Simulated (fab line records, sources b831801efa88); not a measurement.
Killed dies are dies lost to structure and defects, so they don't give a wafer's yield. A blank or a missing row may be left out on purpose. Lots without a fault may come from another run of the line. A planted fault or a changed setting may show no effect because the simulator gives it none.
fab line records | flow gf180mcu
record lots=5 wafers=15 last_day=33
route steps=602 shown V3@440 M4@456 V4@476
lots that met no fault: from a run of the same line without faults
start_h: hours from the record's first day to the start of the lot's first wafer shown | wait_h: hours since the lot's step before | " the same as in the row above | L1.1+2: a row that stands for several wafers | - no value, or no start given | * or withheld: withheld | < > ~ a bound
route shown NAME@n: a module of which the file shows steps, and the number in the route of the first | usual: mean/standard deviation of fault-free wafers | same: alike in all rows | chamber/n: place in a boat | sites: the reading at each site | _std_site: their standard deviation | _edge_site: outer sites' mean less inner sites' | radius_mm: how far each site lies from the wafer's centre | mask NAME#n: copy n | behind: the tool/chamber that last shaped the wafer | hold: why the lot was held/for how many hours/how that ended | device: the transistor (n, p or np) that didn't switch | end of line: the same wafers' tests at the end of the route | a step without rows: its recipe alone | killed: dies lost to structure and defects at the first sort, not the wafer's yield | map: a wafer's dies, x killed, . not, _ none there
set.NAME: the setting as run; set.NAME@STEP: as run at that earlier step | model.NAME: the simulator's own value behind a step, which no gauge read
lots at some steps of the route; a table a step, a row a wafer
services: from which hour (start_h, from the record's first day; less than 0 if before it) a tool's chamber was out of use, for how many hours, and why
## steps
# step GF_V3_EXPOSE_11
# recipe mask_id=Via3 target_cd_nm=260 na=0.68 source_shape=conventional sigma_outer=0.6 dose_mj=38
# same sigma_outer=0.6
# columns lot.wafer tool chamber start_h wait_h mask
L074.1+3+6 krf_scanner-01 0 - - Via3#0
L086.3+5+6 krf_scanner-01 0 - - Via3#0
L091.3+4+6 krf_scanner-01 0 - - Via3#0
L093.3+4+6 krf_scanner-02 0 - - Via3#0
L095.1+2+6 krf_scanner-01 0 - - Via3#0
# step GF_V3_PEB_12
# recipe peb_temp_c=135 peb_time_s=90 resist=KrF
# columns lot.wafer tool chamber start_h wait_h
L074.1+3+6 litho_track-01 0 - -
L086.3+5+6 litho_track-02 0 - -
L091.3+4+6 litho_track-01 0 - -
L093.3+4+6 litho_track-02 0 - -
L095.1+2+6 litho_track-01 0 - -
# step GF_V3_DEVELOP_13
# recipe develop_time_s=60 resist=KrF dev_temp_c=21
# columns lot.wafer tool chamber start_h wait_h
L074.1+3+6 litho_track-01 0 514.05 0.2
L086.3+5+6 litho_track-02 0 617.25 0.1
L091.3+4+6 litho_track-01 0 651.80 0.1
L093.3+4+6 litho_track-02 0 662.80 0.1
L095.1+2+6 litho_track-01 0 673.45 0.2
# step GF_V3_CD_MEAS_14
# recipe target_cd_nm=260
# usual cd_nm=260.0/1.4
# columns lot.wafer tool chamber start_h wait_h cd_nm
L074.1 cd_sem-01 - 514.20 0.1 262.5
L074.3 " - " " 261.4
L074.6 " - " " 262.0
L086.3 cd_sem-02 - 617.39 0.1 258.6
L086.5 " - " " 258.5
L086.6 " - " " 259.5
L091.3 cd_sem-01 - 651.94 0.1 258.3
L091.4 " - " " 258.1
L091.6 " - " " 259.4
L093.3 cd_sem-02 - 662.94 0.1 257.9
L093.4 " - " " 259.3
L093.6 " - " " 259.5
L095.1 cd_sem-02 - 673.66 0.2 258.1
L095.2 " - " " 258.8
L095.6 " - " " 258.5
# step GF_V3_OVL_MEAS_15
# usual V3_OVL=-6/6.1
# columns lot.wafer tool chamber start_h wait_h V3_OVL[nm]
L074.1 overlay-01 - 514.32 0.1 -3
L074.3 " - " " 4
L074.6 " - " " -1
L086.3 overlay-01 - 617.48 0.1 -7
L086.5 " - " " -4
L086.6 " - " " -5
L091.3 overlay-01 - 652.03 0.1 2
L091.4 " - " " 0
L091.6 " - " " 2
L093.3 overlay-02 - 663.03 0.1 -8
L093.4 " - " " 0
L093.6 " - " " 1
L095.1 overlay-01 - 673.78 0.1 -3
L095.2 " - " " -2
L095.6 " - " " -4
# step GF_V3_ETCH_16
# recipe chemistry=N2/H2 target_depth_a=withheld overetch_a=withheld time_s=withheld target=BARC ion_energy_ev=200 source_w=500 bias_w=100 pressure_mtorr=30 n2_flow_sccm=100 h2_flow_sccm=200
# usual drypump_motor_current_A=5.7/0.36 oes_product_au=0.855/0.0045 throttle_valve_pct=13.225/0.0088
# columns lot.wafer tool chamber start_h wait_h drypump_motor_current_A oes_product_au throttle_valve_pct
L074.1 rie_diel-03 3 514.36 0.0 5.8 0.857 13.228
L074.3 " 2 " " 5.6 0.852 13.224
L074.6 " 1 " " 5.7 0.854 13.226
L086.3 rie_diel-04 1 617.50 0.0 5.5 0.854 13.231
L086.5 " 1 " " 5.5 0.856 13.223
L086.6 " 3 " " 5.5 0.854 13.215
L091.3 rie_diel-03 2 652.05 0.0 5.6 0.849 13.235
L091.4 " 3 " " 5.8 0.858 13.231
L091.6 " 2 " " 5.7 0.855 13.213
L093.3 rie_diel-02 3 663.05 0.0 6.1 0.853 13.228
L093.4 " 1 " " 5.3 0.857 13.214
L093.6 " 2 " " 6.4 0.857 13.215
L095.1 rie_diel-02 0 673.81 0.0 5.7 0.850 13.210
L095.2 " 3 " " 6.1 0.864 13.222
L095.6 " 1 " " 5.3 0.854 13.228
# step GF_V3_ETCH_17
# recipe chemistry=C4F8/O2/Ar mask_material=KrF target=SiO2 stop_on=TiN source_w=1500 bias_w=1200 pressure_mtorr=40 c4f8_flow_sccm=withheld O2_flow_sccm=6 Ar_flow_sccm=300 time_s=withheld target_depth_a=6350
# usual oes_product_au=0.857/0.0044
# columns lot.wafer tool chamber start_h wait_h oes_product_au
L074.1 rie_diel-03 3 - - 0.861
L074.3 " 2 " " 0.845
L074.6 " 1 " " 0.857
L086.3 rie_diel-04 1 - - 0.864
L086.5 " 1 " " 0.854
L086.6 " 3 " " 0.856
L091.3 rie_diel-03 2 - - 0.855
L091.4 " 3 " " 0.859
L091.6 " 2 " " 0.857
L093.3 rie_diel-02 3 - - 0.854
L093.4 " 1 " " 0.854
L093.6 " 2 " " 0.858
L095.1 rie_diel-02 0 - - 0.855
L095.2 " 3 " " 0.853
L095.6 " 1 " " 0.858
# step GF_V3_STRIP_18
# recipe chemistry=O2/N2 power_w=1400 pressure_mtorr=1500 platen_temp_c=250 o2_flow_sccm=3000 n2_flow_sccm=300 overash_fraction=0.5
# usual drypump_motor_current_A=5.7/0.49 heater_power_w=320/15 oes_product_au=0.593/0.0051
# columns lot.wafer tool chamber start_h wait_h drypump_motor_current_A heater_power_w oes_product_au rf_hours_counter_h
L074.1 plasma_asher-02 1 514.49 - 5.5 340 0.591 70
L074.3 " 1 " " 5.5 336 0.594 -
L074.6 " 0 " " 5.6 343 0.590 -
L086.3 plasma_asher-04 0 617.66 - 6.2 330 0.587 -
L086.5 " 1 " " 4.9 306 0.596 -
L086.6 " 0 " " 6.2 337 0.594 -
L091.3 plasma_asher-03 1 652.22 - 5.8 311 0.603 -
L091.4 " 0 " " 6.0 315 0.602 -
L091.6 " 0 " " 6.0 308 0.590 -
L093.3 plasma_asher-04 0 663.21 - 6.2 337 0.599 -
L093.4 " 1 " " 4.9 306 0.583 -
L093.6 " 1 " " 4.9 318 0.598 -
L095.1 plasma_asher-03 1 673.94 - 5.8 306 0.586 24
L095.2 " 0 " " 6.0 317 0.590 24
L095.6 " 0 " " 6.0 310 0.586 -
# step GF_V3_STRIP_19
# recipe chemistry=post_etch_residue_remover time_s=1200 temp_c=72.5
# columns lot.wafer tool chamber start_h wait_h
L074.1+3+6 wet_bench-03 2 514.59 0.1
L086.3+5+6 wet_bench-01 2 617.73 0.0
L091.3+4+6 wet_bench-03 0 652.28 0.0
L093.3+4+6 wet_bench-01 0 663.28 0.0
L095.1+2+6 wet_bench-03 3 674.04 0.1
# step GF_V3_CLEAN_20
# recipe chemistry=DIW dry=n2_spin
# columns lot.wafer tool chamber start_h wait_h
L074.1+3+6 wet_bench-01 1 514.93 0.0
L086.3+5+6 wet_bench-03 0 618.10 0.0
L091.3+4+6 wet_bench-02 3 652.63 0.0
L093.3+4+6 wet_bench-01 2 663.62 0.0
L095.1+2+6 wet_bench-02 2 674.41 0.0
# step GF_V3_SPUTTER_21
# recipe material=Ti target_thk_nm=15 chamber_pressure_pa=5 power_w=2500 substrate_temp_c=200 time_s=80.02
# usual throttle_valve_pct=30.5/0.86
# columns lot.wafer tool chamber start_h wait_h throttle_valve_pct
L074.1 pvd_sputter-03 - 515.02 0.0 30.6
L074.3 " - " " 29.7
L074.6 " - " " 30.8
L086.3 pvd_sputter-02 - 618.20 0.0 31.4
L086.5 " - " " 30.2
L086.6 " - " " 28.9
L091.3 pvd_sputter-02 - 652.84 0.0 31.8
L091.4 " - " " 30.2
L091.6 " - " " 30.1
L093.3 pvd_sputter-03 - 663.71 0.0 29.9
L093.4 " - " " 30.8
L093.6 " - " " 30.0
L095.1 pvd_sputter-02 - 674.60 0.0 31.2
L095.2 " - " " 30.1
L095.6 " - " " 31.3
# step GF_V3_SPUTTER_22
# recipe material=TiN target_thk_nm=10 chamber_pressure_pa=5 power_w=4000 time_s=40
# usual throttle_valve_pct=30.5/0.85
# columns lot.wafer tool chamber start_h wait_h throttle_valve_pct
L074.1 pvd_sputter-03 - 515.08 0.0 31.0
L074.3 " - " " 30.2
L074.6 " - " " 30.8
L086.3 pvd_sputter-02 - 618.26 0.0 31.4
L086.5 " - " " 29.9
L086.6 " - " " 28.9
L091.3 pvd_sputter-02 - 652.90 0.0 31.7
L091.4 " - " " 30.2
L091.6 " - " " 30.1
L093.3 pvd_sputter-03 - 663.78 0.0 29.7
L093.4 " - " " 31.0
L093.6 " - " " 29.9
L095.1 pvd_sputter-02 - 674.66 0.0 31.0
L095.2 " - " " 30.3
L095.6 " - " " 31.5
# step GF_V3_CVD_23
# recipe material=W target_thk_nm=350 time_s=104.9 temp_c=400 pressure_torr=40
# usual chamber_pressure_Torr=40.00/0.079 heater_power_w=880/70
# columns lot.wafer tool chamber start_h wait_h chamber_pressure_Torr heater_power_w
L074.1 cvd_w-01 0 515.12 0.0 40.07 845
L074.3 " 0 " " 39.94 853
L074.6 " 0 " " 40.00 857
L086.3 cvd_w-02 1 618.33 0.1 40.08 1005
L086.5 " 0 " " 40.12 849
L086.6 " 1 " " 39.83 1003
L091.3 cvd_w-02 1 652.98 0.1 40.03 1019
L091.4 " 0 " " 39.97 875
L091.6 " 1 " " 39.96 1025
L093.3 cvd_w-01 1 663.85 0.1 39.99 817
L093.4 " 0 " " 40.01 880
L093.6 " 0 " " 40.03 894
L095.1 cvd_w-02 0 674.70 0.0 40.08 876
L095.2 " 1 " " 39.97 1029
L095.6 " 0 " " 39.96 881
# step GF_V3_RS_MEAS_24
# recipe thk_meas_gauge=four-point-probe reads=W_of_V3_CVD_23+TiN_of_V3_SPUTTER_22+Ti_of_V3_SPUTTER_21
# usual V3_W_RS=0.325/0.0063
# columns lot.wafer tool chamber start_h wait_h V3_W_RS[ohm/sq]
L074.1 film_metro-01 - 515.23 0.1 0.317
L074.3 " - " " 0.315
L074.6 " - " " 0.317
L086.3 film_metro-01 - 618.45 0.1 0.336
L086.5 " - " " 0.337
L086.6 " - " " 0.331
L091.3 film_metro-01 - 653.10 0.1 0.330
L091.4 " - " " 0.331
L091.6 " - " " 0.328
L093.3 film_metro-01 - 663.97 0.1 0.322
L093.4 " - " " 0.311
L093.6 " - " " 0.312
L095.1 film_metro-02 - 674.81 0.1 0.334
L095.2 " - " " 0.328
L095.6 " - " " 0.340
# step GF_V3_THK_MEAS_25
# recipe thk_meas_gauge=xrf reads=W_of_V3_CVD_23
# usual V3_W_THK=341/6.9
# columns lot.wafer tool chamber start_h wait_h V3_W_THK[nm]
L074.1 film_metro-01 - 515.35 0.1 343
L074.3 " - " " 348
L074.6 " - " " 345
L086.3 film_metro-01 - 618.55 0.1 329
L086.5 " - " " 328
L086.6 " - " " 333
L091.3 film_metro-01 - 653.20 0.1 333
L091.4 " - " " 334
L091.6 " - " " 335
L093.3 film_metro-01 - 664.07 0.1 344
L093.4 " - " " 353
L093.6 " - " " 353
L095.1 film_metro-02 - 674.93 0.1 332
L095.2 " - " " 335
L095.6 " - " " 327
# step GF_V3_CMP_26
# recipe stop_on=SiO2 down_force_psi=3.5 platen_rpm=60 t_overpolish_s=15 target_thk_nm=0 pad_velocity_m_s=0.94248
# usual motor_current_A=11.1/1.2 overpolish_run_s=15.000/0.0086 time_to_endpoint_s=86/3.4
# columns lot.wafer tool chamber start_h wait_h motor_current_A overpolish_run_s time_to_endpoint_s
L074.1 cmp-01 3 515.41 0.1 12.2 14.989 88
L074.3 " 1 " " 13.2 15.009 90
L074.6 " 3 " " 11.8 15.008 83
L086.3 cmp-02 3 618.74 0.2 12.0 14.995 82
L086.5 " 0 " " 12.0 14.995 89
L086.6 " 1 " " 10.3 15.013 82
L091.4 cmp-01 0 653.24 0.0 10.1 14.997 81
L091.3 " 2 " " 9.2 15.006 83
L091.6 " 0 " " 10.3 15.010 81
L093.4 cmp-01 0 664.11 0.0 10.0 14.999 86
L093.3 " 3 " " 11.9 15.000 86
L093.6 " 0 " " 10.5 15.017 87
L095.2 cmp-02 1 675.04 0.1 10.9 15.004 83
L095.1 " 3 " " 11.8 14.995 86
L095.6 " 0 " " 11.5 14.998 90
# step GF_M4_SPUTTER_00
# recipe material=Ti target_thk_nm=37.5 arriving_ion_energy_ev=80 substrate_temp_c=200 chamber_pressure_pa=2 power_w=4000 time_s=150
# usual throttle_valve_pct=30.2/1
# columns lot.wafer tool chamber start_h wait_h throttle_valve_pct
L074.1 pvd_sputter-04 - 515.71 0.2 30.4
L074.3 " - " " 30.7
L074.6 " - " " 29.9
L086.3 pvd_sputter-01 - 618.89 0.1 30.8
L086.5 " - " " 30.1
L086.6 " - " " 30.5
L091.3 pvd_sputter-01 - 653.54 0.1 27.7
L091.4 " - " " 31.0
L091.6 " - " " 29.9
L093.3 pvd_sputter-01 - 664.41 0.1 27.8
L093.4 " - " " 30.8
L093.6 " - " " 30.9
L095.1 pvd_sputter-04 - 675.29 0.1 30.9
L095.2 " - " " 30.2
L095.6 " - " " 29.8
# step GF_M4_SPUTTER_01
# recipe material=TiN target_thk_nm=30 power_w=6500 time_s=25 chamber_pressure_pa=0.4
# usual throttle_valve_pct=30.2/1
# columns lot.wafer tool chamber start_h wait_h throttle_valve_pct
L074.1 pvd_sputter-04 - 515.81 0.1 30.3
L074.3 " - " " 30.7
L074.6 " - " " 30.1
L086.3 pvd_sputter-01 - 618.99 0.1 31.0
L086.5 " - " " 30.1
L086.6 " - " " 30.8
L091.3 pvd_sputter-01 - 653.64 0.1 27.6
L091.4 " - " " 30.7
L091.6 " - " " 30.4
L093.3 pvd_sputter-01 - 664.51 0.1 27.6
L093.4 " - " " 30.8
L093.6 " - " " 30.9
L095.1 pvd_sputter-04 - 675.39 0.1 30.2
L095.2 " - " " 30.5
L095.6 " - " " 29.9
# step GF_M4_SPUTTER_02
# recipe material=AlCu target_thk_nm=450 power_w=10600 time_s=23.9 chamber_pressure_pa=0.4
# usual throttle_valve_pct=30.2/1
# columns lot.wafer tool chamber start_h wait_h throttle_valve_pct
L074.1 pvd_sputter-04 - 515.84 0.0 30.8
L074.3 " - " " 30.8
L074.6 " - " " 29.9
L086.3 pvd_sputter-01 - 619.02 0.0 30.9
L086.5 " - " " 30.2
L086.6 " - " " 30.7
L091.3 pvd_sputter-01 - 653.67 0.0 27.8
L091.4 " - " " 30.7
L091.6 " - " " 30.0
L093.3 pvd_sputter-01 - 664.54 0.0 27.6
L093.4 " - " " 30.9
L093.6 " - " " 30.6
L095.1 pvd_sputter-04 - 675.42 0.0 30.5
L095.2 " - " " 30.3
L095.6 " - " " 29.9
# step GF_M4_SPUTTER_03
# recipe material=Ti target_thk_nm=10 substrate_temp_c=300 chamber_pressure_pa=0.3 power_w=3000 time_s=6.7
# usual throttle_valve_pct=30.2/1
# columns lot.wafer tool chamber start_h wait_h throttle_valve_pct
L074.1 pvd_sputter-04 - 515.87 0.0 30.6
L074.3 " - " " 30.4
L074.6 " - " " 30.1
L086.3 pvd_sputter-01 - 619.05 0.0 30.9
L086.5 " - " " 30.3
L086.6 " - " " 30.8
L091.3 pvd_sputter-01 - 653.70 0.0 27.9
L091.4 " - " " 30.6
L091.6 " - " " 30.1
L093.3 pvd_sputter-01 - 664.57 0.0 27.3
L093.4 " - " " 30.9
L093.6 " - " " 30.6
L095.1 pvd_sputter-04 - 675.45 0.0 30.3
L095.2 " - " " 30.7
L095.6 " - " " 30.0
# step GF_M4_SPUTTER_04
# recipe material=TiN target_thk_nm=50 power_w=6500 time_s=41.7 chamber_pressure_pa=0.4
# usual throttle_valve_pct=30.2/0.99
# columns lot.wafer tool chamber start_h wait_h throttle_valve_pct
L074.1 pvd_sputter-04 - 515.89 0.0 30.5
L074.3 " - " " 30.4
L074.6 " - " " 30.1
L086.3 pvd_sputter-01 - 619.07 0.0 30.9
L086.5 " - " " 30.2
L086.6 " - " " 30.5
L091.3 pvd_sputter-01 - 653.72 0.0 27.5
L091.4 " - " " 31.0
L091.6 " - " " 30.3
L093.3 pvd_sputter-01 - 664.59 0.0 27.7
L093.4 " - " " 30.8
L093.6 " - " " 30.7
L095.1 pvd_sputter-04 - 675.47 0.0 30.4
L095.2 " - " " 30.5
L095.6 " - " " 30.2
# step GF_M4_RS_MEAS_05
# recipe thk_meas_gauge=four-point-probe reads=TiN_of_M4_SPUTTER_04+Ti_of_M4_SPUTTER_03+AlCu_of_M4_SPUTTER_02+TiN_of_M4_SPUTTER_01+Ti_of_M4_SPUTTER_00
# usual M4_ALCU_RS=0.0699/0.00098
# columns lot.wafer tool chamber start_h wait_h M4_ALCU_RS[ohm/sq]
L074.1 film_metro-04 - 515.93 0.0 0.0686
L074.3 " - " " 0.0708
L074.6 " - " " 0.0689
L086.3 film_metro-03 - 619.15 0.1 0.0703
L086.5 " - " " 0.0701
L086.6 " - " " 0.0702
L091.3 film_metro-03 - 653.80 0.1 0.0703
L091.4 " - " " 0.0708
L091.6 " - " " 0.0697
L093.3 film_metro-01 - 664.67 0.1 0.0700
L093.4 " - " " 0.0699
L093.6 " - " " 0.0695
L095.1 film_metro-01 - 675.51 0.0 0.0713
L095.2 " - " " 0.0725
L095.6 " - " " 0.0715
# step GF_M4_THK_MEAS_06
# recipe thk_meas_gauge=xrf reads=AlCu_of_M4_SPUTTER_02
# usual M4_ALCU_THK=451/6.6
# columns lot.wafer tool chamber start_h wait_h M4_ALCU_THK[nm]
L074.1 film_metro-04 - 516.05 0.1 460
L074.3 " - " " 446
L074.6 " - " " 459
L086.3 film_metro-03 - 619.25 0.1 450
L086.5 " - " " 451
L086.6 " - " " 451
L091.3 film_metro-03 - 653.90 0.1 447
L091.4 " - " " 444
L091.6 " - " " 450
L093.3 film_metro-01 - 664.77 0.1 454
L093.4 " - " " 453
L093.6 " - " " 457
L095.1 film_metro-01 - 675.63 0.1 443
L095.2 " - " " 438
L095.6 " - " " 440
# step GF_M4_DEHYDRATE_07
# recipe temp_c=200 time_s=60
# columns lot.wafer tool chamber start_h wait_h
L074.1+3+6 litho_track-04 0 526.59 10.5
L086.3+5+6 litho_track-04 0 628.84 9.6
L091.3+4+6 litho_track-03 0 662.75 8.8
L093.3+4+6 litho_track-03 0 673.80 9.0
L095.1+2+6 litho_track-04 0 684.28 8.6
# step GF_M4_HMDS_08
# recipe prime_time_s=60 prime_temp_c=120
# columns lot.wafer tool chamber start_h wait_h
L074.1+3+6 litho_track-04 0 526.74 0.1
L086.3+5+6 litho_track-04 0 628.99 0.1
L091.3+4+6 litho_track-03 0 662.90 0.1
L093.3+4+6 litho_track-03 0 673.95 0.1
L095.1+2+6 litho_track-04 0 684.43 0.1
# step GF_M4_COAT_09
# recipe resist=KrF spin_rpm=withheld resist_thk_nm=1000
# columns lot.wafer tool chamber start_h wait_h
L074.1+3+6 litho_track-04 0 526.89 0.1
L086.3+5+6 litho_track-04 0 629.14 0.1
L091.3+4+6 litho_track-03 0 663.05 0.1
L093.3+4+6 litho_track-03 0 674.10 0.1
L095.1+2+6 litho_track-04 0 684.58 0.1
# step GF_M4_SOFTBAKE_10
# recipe temp_c=130 time_s=60 resist=KrF
# columns lot.wafer tool chamber start_h wait_h
L074.1+3+6 litho_track-04 0 527.04 0.1
L086.3+5+6 litho_track-04 0 629.29 0.1
L091.3+4+6 litho_track-03 0 663.20 0.1
L093.3+4+6 litho_track-03 0 674.25 0.1
L095.1+2+6 litho_track-04 0 684.73 0.1
# step GF_M4_EXPOSE_11
# recipe mask_id=Metal4 target_cd_nm=280 na=0.68 source_shape=conventional sigma_outer=0.6 dose_mj=28
# same sigma_outer=0.6
# columns lot.wafer tool chamber start_h wait_h mask
L074.1+3+6 krf_scanner-02 0 - - Metal4#0
L086.3+5+6 krf_scanner-02 0 - - Metal4#0
L091.3+4+6 krf_scanner-01 0 - - Metal4#0
L093.3+4+6 krf_scanner-02 0 - - Metal4#0
L095.1+2+6 krf_scanner-01 0 - - Metal4#0
# step GF_M4_PEB_12
# recipe peb_temp_c=135 peb_time_s=90 resist=KrF
# columns lot.wafer tool chamber start_h wait_h
L074.1+3+6 litho_track-04 0 - -
L086.3+5+6 litho_track-01 0 - -
L091.3+4+6 litho_track-01 0 - -
L093.3+4+6 litho_track-03 0 - -
L095.1+2+6 litho_track-04 0 - -
# step GF_M4_DEVELOP_13
# recipe develop_time_s=60 dev_temp_c=21
# columns lot.wafer tool chamber start_h wait_h
L074.1+3+6 litho_track-04 0 538.39 0.2
L086.3+5+6 litho_track-01 0 638.70 0.1
L091.3+4+6 litho_track-01 0 672.85 0.1
L093.3+4+6 litho_track-03 0 683.30 0.1
L095.1+2+6 litho_track-04 0 693.83 0.2
# step GF_M4_CD_MEAS_14
# recipe target_cd_nm=280
# usual cd_nm=280.5/1.5
# columns lot.wafer tool chamber start_h wait_h cd_nm
L074.1 cd_sem-01 - 538.54 0.1 280.6
L074.3 " - " " 280.1
L074.6 " - " " 280.5
L086.3 cd_sem-02 - 638.84 0.1 282.4
L086.5 " - " " 283.6
L086.6 " - " " 282.5
L091.3 cd_sem-02 - 672.99 0.1 280.9
L091.4 " - " " 280.7
L091.6 " - " " 280.0
L093.3 cd_sem-01 - 683.44 0.1 280.0
L093.4 " - " " 279.8
L093.6 " - " " 280.8
L095.1 cd_sem-02 - 693.98 0.1 281.9
L095.2 " - " " 282.6
L095.6 " - " " 282.5
# step GF_M4_OVL_MEAS_15
# usual M4_OVL=-4/6
# columns lot.wafer tool chamber start_h wait_h M4_OVL[nm]
L074.1 overlay-02 - 538.66 0.1 -2
L074.3 " - " " 5
L074.6 " - " " 6
L086.3 overlay-01 - 638.93 0.1 -11
L086.5 " - " " -7
L086.6 " - " " -11
L091.3 overlay-02 - 673.08 0.1 -11
L091.4 " - " " -1
L091.6 " - " " -5
L093.3 overlay-01 - 683.53 0.1 -5
L093.4 " - " " -5
L093.6 " - " " -12
L095.1 overlay-01 - 694.10 0.1 0
L095.2 " - " " 5
L095.6 " - " " 6
# step GF_M4_METAL_ETCH_16
# recipe chemistry=Cl2/BCl3 mask_material=KrF target_depth_nm=750.8 stop_on=SiO2 pressure_mtorr=8 icp_w=800 bias_w=140 Cl2_flow_sccm=80 bcl3_flow_sccm=40 time_s=125.1
# usual drypump_motor_current_A=5.68/0.17 oes_product_au=0.986/0.0072 throttle_valve_pct=28.234/0.011
# columns lot.wafer tool chamber start_h wait_h drypump_motor_current_A oes_product_au rf_hours_counter_h throttle_valve_pct
L074.1 rie_metal-02 1 538.69 0.0 5.79 0.993 10 28.244
L074.3 " 1 " " 5.81 0.983 - 28.239
L074.6 " 0 " " 5.46 0.974 - 28.226
L086.3 rie_metal-04 1 639.00 0.1 5.83 0.984 - 28.226
L086.5 " 1 " " 5.84 0.987 - 28.235
L086.6 " 0 " " 5.56 0.983 - 28.229
L091.3 rie_metal-03 1 673.15 0.1 5.61 0.998 - 28.220
L091.4 " 0 " " 5.97 0.987 - 28.235
L091.6 " 1 " " 5.58 0.986 - 28.210
L093.3 rie_metal-04 0 683.64 0.1 5.54 0.983 - 28.245
L093.4 " 0 " " 5.59 0.984 - 28.246
L093.6 " 0 " " 5.55 0.986 - 28.243
L095.1 rie_metal-04 0 694.14 0.0 5.56 0.995 7 28.245
L095.2 " 0 " " 5.57 0.991 - 28.224
L095.6 " 0 " " 5.52 0.996 - 28.224
# step GF_M4_STRIP_17
# recipe chemistry=O2/N2 power_w=1400 pressure_mtorr=1500 platen_temp_c=250 o2_flow_sccm=3000 n2_flow_sccm=300 overash_fraction=0.5
# usual drypump_motor_current_A=5.78/0.16 heater_power_w=324/21 oes_product_au=0.539/0.0049 strip_time_to_endpoint_s=7.43/0.056
# columns lot.wafer tool chamber start_h wait_h drypump_motor_current_A heater_power_w oes_product_au rf_hours_counter_h strip_time_to_endpoint_s
L074.1 plasma_asher-02 1 538.82 0.1 5.57 333 0.531 73 7.42
L074.3 " 0 " " 5.63 338 0.537 - 7.45
L074.6 " 1 " " 5.61 346 0.540 - 7.45
L086.3 plasma_asher-03 0 639.12 0.1 6.02 305 0.541 - 7.43
L086.5 " 1 " " 5.79 308 0.541 - 7.49
L086.6 " 0 " " 6.01 314 0.540 - 7.47
L091.3 plasma_asher-02 0 673.27 0.1 5.62 340 0.533 - 7.39
L091.4 " 1 " " 5.60 345 0.536 - 7.40
L091.6 " 0 " " 5.62 338 0.535 - 7.41
L093.3 plasma_asher-02 0 683.85 0.2 5.62 343 0.541 - 7.39
L093.4 " 1 " " 5.60 336 0.541 - 7.39
L093.6 " 0 " " 5.62 340 0.538 - 7.41
L095.1 plasma_asher-01 0 694.40 0.2 6.02 280 0.539 109 7.44
L095.2 " 1 " " 5.84 335 0.532 109 7.45
L095.6 " 1 " " 5.86 344 0.542 - 7.46
# step GF_M4_STRIP_18
# recipe chemistry=post_etch_residue_remover time_s=1200 temp_c=72.5
# columns lot.wafer tool chamber start_h wait_h
L074.1+3+6 wet_bench-03 1 538.92 0.1
L086.3+5+6 wet_bench-03 0 639.18 0.0
L091.3+4+6 wet_bench-03 0 673.33 0.0
L093.3+4+6 wet_bench-04 0 683.92 0.0
L095.1+2+6 wet_bench-02 3 694.50 0.1
# step GF_M4_CLEAN_19
# recipe chemistry=DIW dry=n2_spin
# columns lot.wafer tool chamber start_h wait_h
L074.1+3+6 wet_bench-02 1 539.29 0.0
L086.3+5+6 wet_bench-04 3 639.53 0.0
L091.3+4+6 wet_bench-02 0 673.71 0.0
L093.3+4+6 wet_bench-02 1 684.26 0.0
L095.1+2+6 wet_bench-04 3 694.87 0.0
# step GF_V4_CVD_00
# recipe material=SiO2 target_thk_nm=600 sigma_open_frac=0.3 temp_c=400 time_s=100 sih4_flow_sccm=60 pressure_mtorr=6
# columns lot.wafer tool chamber start_h wait_h
L074.1+3+6 hdpcvd-01 2,1,0 539.39 0.0
L086.3+5+6 hdpcvd-01 2,0,2 639.62 0.0
L091.3+4+6 hdpcvd-01 2,2,1 673.89 0.0
L093.3+4+6 hdpcvd-01 1,0,1 684.44 0.0
L095.1+2+6 hdpcvd-01 0,2,0 694.96 0.0
# step GF_V4_THK_MEAS_01
# recipe reads=SiO2_of_V4_CVD_00
# usual V4_CVD_00_THK=597/7.6
# columns lot.wafer tool chamber start_h wait_h V4_CVD_00_THK[nm]
L074.1 film_metro-04 - 539.47 0.0 591
L074.3 " - " " 598
L074.6 " - " " 590
L086.3 film_metro-02 - 639.71 0.1 598
L086.5 " - " " 589
L086.6 " - " " 597
L091.3 film_metro-04 - 673.98 0.1 598
L091.4 " - " " 605
L091.6 " - " " 596
L093.3 film_metro-02 - 684.53 0.1 591
L093.4 " - " " 588
L093.6 " - " " 600
L095.1 film_metro-02 - 695.04 0.0 590
L095.2 " - " " 599
L095.6 " - " " 597
# step GF_V4_CVD_02
# recipe material=SiO2 target_thk_nm=850 precursor=TEOS temp_c=400 time_s=94.851 rf_w=600
# usual heater_power_w=608/88
# columns lot.wafer tool chamber start_h wait_h heater_power_w
L074.1 pecvd-02 0 539.53 0.1 604
L074.3 " 2 " " 624
L074.6 " 1 " " 533
L086.3 pecvd-04 1 639.75 0.0 703
L086.5 " 0 " " 481
L086.6 " 2 " " 671
L091.3 pecvd-02 1 674.02 0.0 453
L091.4 " 2 " " 556
L091.6 " 1 " " 495
L093.3 pecvd-03 1 684.57 0.0 676
L093.4 " 0 " " 456
L093.6 " 2 " " 595
L095.1 pecvd-02 2 695.10 0.1 684
L095.2 " 1 " " 538
L095.6 " 1 " " 441
# step GF_V4_THK_MEAS_03
# recipe reads=SiO2_of_V4_CVD_02
# usual V4_CVD_02_THK=853/12
# columns lot.wafer tool chamber start_h wait_h V4_CVD_02_THK[nm]
L074.1 film_metro-02 - 539.60 0.0 841
L074.3 " - " " 853
L074.6 " - " " 858
L086.3 film_metro-02 - 639.84 0.1 849
L086.5 " - " " 858
L086.6 " - " " 856
L091.3 film_metro-03 - 674.11 0.1 855
L091.4 " - " " 865
L091.6 " - " " 860
L093.3 film_metro-04 - 684.66 0.1 848
L093.4 " - " " 846
L093.6 " - " " 875
L095.1 film_metro-04 - 695.20 0.1 844
L095.2 " - " " 842
L095.6 " - " " 851
## services
# columns tool chamber start_h hours kind
wet_bench-03 - 480.19 22.1 repair
krf_scanner-02 - 494.77 1.0 pm
krf_scanner-02 - 495.77 4.0 pm
plasma_asher-02 - 503.95 2.0 repair
pvd_sputter-01 - 529.28 2.3 repair
krf_scanner-02 - 530.90 0.8 pm
krf_scanner-01 - 532.79 1.0 pm
krf_scanner-02 - 543.97 1.3 pm
krf_scanner-01 - 545.58 1.3 pm
rie_diel-02 0 549.69 8.5 repair
krf_scanner-02 - 561.37 9.4 repair
wet_bench-03 - 564.70 1.8 repair
pvd_sputter-03 - 566.41 1.1 repair
krf_scanner-01 - 570.89 3.6 pm
krf_scanner-01 - 584.89 0.8 pm
pvd_sputter-03 - 594.09 1.0 repair
pvd_sputter-03 - 601.55 2.7 repair
krf_scanner-02 - 612.87 0.2 repair
krf_scanner-01 - 614.50 0.6 repair
rie_diel-03 - 623.72 0.2 repair
krf_scanner-01 - 645.20 0.7 repair
wet_bench-03 - 662.84 3.0 repair
pvd_sputter-04 - 677.16 4.4 repair
pvd_sputter-04 - 689.18 13.8 repair
## key
fault none
